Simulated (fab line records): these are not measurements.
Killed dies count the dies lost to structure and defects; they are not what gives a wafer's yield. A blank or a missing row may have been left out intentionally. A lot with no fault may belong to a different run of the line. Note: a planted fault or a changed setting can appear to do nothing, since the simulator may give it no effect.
Chamber matching ; flow sky130 ; cmp-02 running SKY_VIA2_CMP_02: 4 sister chambers
The step polishes SiO2. 8 wafers are shown with their chamber, then 8 later ones without.

## WAFERS, EACH WITH ITS CHAMBER
wafer;chamber;motor_current_A (A);retaining_ring_pressure_frac
L262.3;2;11.4;0.999
L266.1;2;11.4;1.006
L266.4;1;11.6;1.001
L270.3;3;11.9;0.996
L270.6;1;11.4;0.999
L269.1;3;13.8;1.005
L269.5;0;13.1;1.001
L282.2;0;13.5;1.000

## WAFERS WHOSE CHAMBER IS MISSING
wafer;motor_current_A (A);retaining_ring_pressure_frac
L282.5;12.8;0.996
L282.6;11.2;0.996
L283.2;13.5;0.996
L283.3;14.1;1.002
L283.4;12.0;0.998
L284.3;12.7;1.004
L284.4;11.5;1.001
L284.5;12.0;1.002

## CHAMBER TAKEN BY EACH
wafer;from the rows above;in truth
L282.5;can't be placed: 3 or 0 or 1 or 2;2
L282.6;can't be placed: 1 or 2 or 3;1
L283.2;can't be placed: 0 or 3 or 1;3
L283.3;can't be placed: 0 or 3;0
L283.4;can't be placed: 1 or 3 or 2 or 0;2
L284.3;can't be placed: 3 or 0 or 2 or 1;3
L284.4;can't be placed: 1 or 2 or 3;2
L284.5;can't be placed: 1 or 2 or 3 or 0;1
Correctly placed: 0 of 8. Can't be placed from these rows: 8 (the true chamber is among the candidates in 8). 0 placed wrongly.
How it was worked out, from the rows above alone: a wafer's distance from a chamber is the root of the sum, over the readings, of the square of ((its reading less the chamber's mean) divided by the reading's scatter). The wafer belongs to the nearest chamber; if the next one is less than 2 further off, it can't be placed. For every chamber, the mean is computed from those of its wafers that are shown. The scatter is the square root of a quotient: the sum, over the shown wafers, of each reading's squared deviation from its chamber's mean, divided by wafers minus chambers.
